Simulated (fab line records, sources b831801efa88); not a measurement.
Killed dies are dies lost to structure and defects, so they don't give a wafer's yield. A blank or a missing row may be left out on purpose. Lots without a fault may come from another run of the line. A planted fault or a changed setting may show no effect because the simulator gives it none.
Split-lot experiment | flow gf180mcu | 5 lots, 23 wafers read, on a route of 602 steps

THE SPLIT
At GF_PASSIVATION_CVD_00 (deposits SiO2 from TEOS, target thk 1000 nm, time 111.95 s), the setting time_s was moved away from the recipe's 111.95 s on 5 of the 23 wafers read, by +6.7% to +14.2%. The other wafers ran this setting at the recipe's value.

FROM THE SPLIT TO THE READING: what the file shows between them, 6 steps
- GF_PASSIVATION_THK_MEAS_01
- GF_PASSIVATION_HMDS_05: prime time 60 s (also split here: prime_temp_c)
- GF_PASSIVATION_COAT_06: resist thk 4000 nm
- GF_PASSIVATION_SOFTBAKE_07
- GF_PASSIVATION_PEB_09
- GF_PASSIVATION_DEVELOP_10: develop time 60 s

THE READING
oes_product_au, in a.u., at GF_PASSIVATION_ETCH_11 (etches the open film in CF4/O2, stops on TiN, target depth 1800 nm, time 400 s). Fault-free wafers of this fab line usually give 0.964 a.u., standard deviation 0.0067 a.u..

wafer  | tool, chamber at the split | time_s as run, s | against the recipe | oes_product_au, a.u. | against lot-mates on the recipe
L075.2 | pecvd-03, 2                | 127.9            | +14.2%             | 1.003                | +0.047
L075.3 | pecvd-03, 0                | 111.95           | recipe             | 0.949                | -
L075.4 | pecvd-03, 2                | 127.9            | +14.2%             | 1.006                | +0.050
L075.5 | pecvd-03, 1                | 111.95           | recipe             | 0.963                | -
L075.6 | pecvd-03, 0                | 127.9            | +14.2%             | 1.005                | +0.049
L077.1 | pecvd-02, 1                | 111.95           | recipe             | 0.955                | -
L077.2 | pecvd-02, 0                | 111.95           | recipe             | 0.962                | -
L077.4 | pecvd-02, 1                | 111.95           | recipe             | 0.955                | -
L077.5 | pecvd-02, 0                | 111.95           | recipe             | 0.967                | -
L077.6 | pecvd-02, 2                | 111.95           | recipe             | 0.969                | -
L080.2 | pecvd-02, 1                | 111.95           | recipe             | 0.966                | -
L080.3 | pecvd-02, 0                | 111.95           | recipe             | 0.971                | -
L080.6 | pecvd-02, 0                | 111.95           | recipe             | 0.971                | -
L084.1 | pecvd-02, 2                | 111.95           | recipe             | 0.961                | -
L084.2 | pecvd-02, 1                | 119.5            | +6.7%              | 0.989                | +0.028
L084.3 | pecvd-02, 0                | 111.95           | recipe             | 0.960                | -
L084.5 | pecvd-02, 1                | 111.95           | recipe             | 0.963                | -
L084.6 | pecvd-02, 2                | 119.5            | +6.7%              | 0.985                | +0.024
L085.1 | pecvd-04, 2                | 111.95           | recipe             | 0.956                | -
L085.2 | pecvd-04, 1                | 111.95           | recipe             | 0.958                | -
L085.3 | pecvd-04, 0                | 111.95           | recipe             | 0.962                | -
L085.4 | pecvd-04, 2                | 111.95           | recipe             | 0.969                | -
L085.5 | pecvd-04, 0                | 111.95           | recipe             | 0.978                | -

THE FIT
A straight line over all 23 wafers: oes_product_au changes by +0.00299 a.u. for each +1% of time_s; r = +0.92; the points scatter about the line by 0.0066 a.u..
The same after taking each lot's own level away (the mean of its wafers on the recipe; 23 wafers): +0.00346 a.u. for each +1%; r = +0.96; scatter 0.0055 a.u..
On that fit, the largest move of time_s shifts the reading by 0.049 a.u..
The lots' own levels span 0.9560 to 0.9693 a.u., that is 2.0 times the standard deviation above.
So the lot-to-lot level changes the slope: the two fits differ.
Check: with one of the wafers moved furthest among these (+14.2%) left out of the fit, the line predicts +0.0503 a.u. for it against its lot-mates. It came out at +0.047 a.u. against them.

OTHER SPLITS ON THESE WAFERS
These wafers also went through other splits before the reading. Each is held against what the fit with the lots' levels taken away leaves over:
other split on the same wafers         | wafers away from the commonest value | r with oes_product_au (lot level and that fit taken away)
GF_V5_CMP_04 leave_above_ref_nm        | 8                                    | -0.31
GF_V5_PEB_12 peb_time_s                | 8                                    | +0.30
GF_V5_CVD_23 pressure_torr             | 10                                   | +0.02
GF_TOP_METAL_SPUTTER_04 time_s         | 8                                    | -0.08
GF_TOP_METAL_DEVELOP_13 develop_time_s | 9                                    | +0.16
GF_PASSIVATION_HMDS_05 prime_temp_c    | 8                                    | +0.28

THE WHOLE CHAIN: every reading that the file lists as answering this split, in the file's order
step                       | what it does                                                                   | reading                                                                            | change (the file's fit)                   | r (the file's)
GF_PASSIVATION_CVD_00      | deposits SiO2 from TEOS, target thk 1000 nm, time 111.95 s                     | SiO2_of_PASSIVATION_CVD_00.thk_nm (the simulator's own value, which no gauge read) | +10.8 nm for each +1% of the setting      | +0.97
GF_PASSIVATION_THK_MEAS_01 |                                                                                | PASSIVATION_CVD_00_THK                                                             | +10.8 for each +1% of the setting         | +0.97
GF_PASSIVATION_ETCH_11     | etches the open film in CF4/O2, stops on TiN, target depth 1800 nm, time 400 s | oes_product_au                                                                     | +0.00345 a.u. for each +1% of the setting | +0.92
GF_PASSIVATION_ETCH_11     | etches the open film in CF4/O2, stops on TiN, target depth 1800 nm, time 400 s | PASSIVATION.feature_depth_nm (the simulator's own value, which no gauge read)      | +10.9 nm for each +1% of the setting      | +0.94

THE FILE'S OWN FIT
oes_product_au changes by +0.00345 a.u. for each +1% of time_s, r = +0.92.
